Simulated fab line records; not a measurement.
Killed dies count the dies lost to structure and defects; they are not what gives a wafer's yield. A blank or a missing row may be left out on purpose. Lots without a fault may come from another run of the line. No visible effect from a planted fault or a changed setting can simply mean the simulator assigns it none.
One fault seen from 2 desks	flow gf180mcu	each desk holds nothing but its own numbers, with what lay behind them at the end

== AT THE TOOL OWNER'S DESK: rtp_anneal-02 ==
At GF_PSD_RTA_13 (time 20 s), the tool's own readings, given per lot that ran on this tool as the mean of the sampled wafers with a number. The brackets show how far a lot's mean lies from the usual mean; more than 4 standard deviations puts the lot out of limits, marked OUT.
Columns: A = lamp_power_pct at GF_PSD_RTA_13, usual 30.3 %; B = run_length_s at GF_PSD_RTA_13, usual 48.5 s; C = wafer_temp_C_max at GF_PSD_RTA_13, usual 1032.7
lot	first seen here	A	B	C
L774	day 14 04:09	30.0	48.5	1033.7
L776	day 14 20:57	30.0	48.4	1032.9
L778	day 15 11:03	30.0	48.2	1034.4
L779	day 15 17:21	30.0	48.5	1034.0
L780	day 16 04:10	30.0	48.4	1034.6
L782	day 16 20:07	29.9	48.4	1033.1
L783	day 17 04:40	30.0	46.2 (-5.0) OUT	1034.0
L784	day 17 13:45	29.9	41.8 (-15) OUT	1033.0
L785	day 17 21:32	29.9	45.3 (-7.0) OUT	1033.5
L793	day 20 19:38	30.0	48.3	1032.3
L794	day 21 06:01	30.0	48.6	1034.4
L795	day 21 21:17	30.0	48.5	1033.6
L797	day 22 06:53	30.0	48.4	1033.9
Finding of this desk: L783, L784, L785 out of limits; the first was L783 at day 17 04:40, on run_length_s at GF_PSD_RTA_13. L774, L776, L778, L779, L780, L782, L793, L794, L795, L797: within limits.

== AT THE METROLOGY DESK ==
Lot by lot, what the gauges showed, no matter which tool ran the lot: averages of those sampled wafers that carry a number. The brackets show how far a lot's mean lies from the usual mean; more than 4 standard deviations puts the lot out of limits, marked OUT.
Columns: A = STI_OXIDATION_01_THK at GF_STI_THK_MEAS_22, usual 15.12 nm; B = NSD_RS at GF_PSD_RS_MEAS_14, usual 46.16 ohm/sq; C = PSD_RS at GF_PSD_RS_MEAS_15, usual 108.6 ohm/sq; D = V1_OVL at GF_V1_OVL_MEAS_15, usual -2 nm
lot	first seen here	A	B	C	D
L774	day 2 03:53	14.90	46.22	108.7	-7
L776	day 2 14:33	15.03	46.23	108.8	-2
L778	day 3 00:28	14.86	46.03	108.4	2
L779	day 3 04:38	15.05	46.23	108.8	-9
L780	day 3 10:50	15.03	46.03	108.5	3
L782	day 3 20:31	15.69	46.18	108.7	-1
L783	day 4 01:33	15.31	46.78 (+6.4) OUT	110.5 (+5.8) OUT	-7
L784	day 4 06:33	15.14	47.91 (+18) OUT	113.6 (+16) OUT	4
L785	day 4 13:33	15.12	47.05 (+9.1) OUT	111.2 (+8.3) OUT	-4
L793	day 6 05:25	15.44	46.17	108.7	-1
L794	day 6 12:08	15.10	46.14	108.7	-3
L795	day 6 18:21	15.24	46.23	108.7	-5
L797	day 7 02:31	15.18	46.00	107.9	-4
This desk's finding: out of limits on L783, L784, L785; first on L783, day 17 04:46 (NSD_RS at GF_PSD_RS_MEAS_14). L774, L776, L778, L779, L780, L782, L793, L794, L795, L797: within limits.

== TAKEN TOGETHER ==
An alarm could have come from the tool owner's desk at day 17 04:40, on L783, L784, L785.
L783, L784, L785 would have let the metrology desk raise an alarm at day 17 04:46.
The lots listed all ran GF_PSD_RTA_13 on rtp_anneal-02.

== WHAT HAD BEEN PUT IN BY THE SIMULATOR ==
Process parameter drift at GF_PSD_RTA_13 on rtp_anneal-02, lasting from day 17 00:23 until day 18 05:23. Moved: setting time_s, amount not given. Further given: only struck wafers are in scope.
Lots struck among those shown: L783, L784, L785.
Delay (hours) between the fault's onset and each desk's first out-of-limits reading: 4 at the tool owner's desk, 4 at the metrology desk.
